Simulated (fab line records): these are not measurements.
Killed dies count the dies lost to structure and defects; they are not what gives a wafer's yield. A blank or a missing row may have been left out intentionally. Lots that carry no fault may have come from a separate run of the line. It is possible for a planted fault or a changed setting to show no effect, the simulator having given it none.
Matching of chambers / flow gf180mcu / GF_V4_CMP_04 on cmp-01 has 4 sister chambers
The step polishes SiO2. 8 wafers are shown with their chamber, then 8 later ones without.

WAFERS PAIRED WITH THEIR CHAMBERS
wafer=L171.2; chamber=0; motor-current-A (A)=12.0; edge-zone-pressure-frac=1.006
wafer=L171.6; chamber=0; motor-current-A (A)=11.6; edge-zone-pressure-frac=1.002
wafer=L175.4; chamber=2; motor-current-A (A)=14.2; edge-zone-pressure-frac=1.003
wafer=L175.6; chamber=3; motor-current-A (A)=13.3; edge-zone-pressure-frac=1.005
wafer=L176.2; chamber=3; motor-current-A (A)=12.8; edge-zone-pressure-frac=1.001
wafer=L176.5; chamber=2; motor-current-A (A)=13.8; edge-zone-pressure-frac=1.007
wafer=L176.6; chamber=1; motor-current-A (A)=14.4; edge-zone-pressure-frac=0.997
wafer=L177.4; chamber=1; motor-current-A (A)=13.9; edge-zone-pressure-frac=0.995

WAFERS WITH NO CHAMBER GIVEN
wafer=L177.5; motor-current-A (A)=14.4; edge-zone-pressure-frac=0.993
wafer=L177.6; motor-current-A (A)=14.6; edge-zone-pressure-frac=0.998
wafer=L180.2; motor-current-A (A)=14.2; edge-zone-pressure-frac=0.993
wafer=L180.5; motor-current-A (A)=12.4; edge-zone-pressure-frac=1.003
wafer=L180.6; motor-current-A (A)=13.3; edge-zone-pressure-frac=1.011
wafer=L181.1; motor-current-A (A)=11.9; edge-zone-pressure-frac=1.000
wafer=L181.2; motor-current-A (A)=14.1; edge-zone-pressure-frac=0.997
wafer=L181.3; motor-current-A (A)=13.4; edge-zone-pressure-frac=1.002

WHICH CHAMBER EACH ONE RAN IN
wafer=L177.5; from the rows above=1; in truth=1
wafer=L177.6; from the rows above=can't be placed: 1 or 2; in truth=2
wafer=L180.2; from the rows above=1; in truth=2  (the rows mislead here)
wafer=L180.5; from the rows above=can't be placed: 0 or 3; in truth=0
wafer=L180.6; from the rows above=can't be placed: 2 or 3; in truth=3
wafer=L181.1; from the rows above=0; in truth=0
wafer=L181.2; from the rows above=1; in truth=1
wafer=L181.3; from the rows above=can't be placed: 3 or 2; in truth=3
Correct placement for 3 of the 8. These rows do not allow placing 4 (true chamber among the candidates in 4). Placed wrongly: 1.
How it was worked out, from the rows above alone: a wafer's distance from a chamber is the root of the sum, over the readings, of the square of ((its reading less the chamber's mean) divided by the reading's scatter). The wafer belongs to the nearest chamber; if the next one is less than 2 further off, it can't be placed. Each chamber's mean is taken over the wafers shown for it. How the scatter is found: for the shown wafers, subtract from each reading the mean of its chamber, square and add these, divide the total by (wafers less chambers), then take the root.
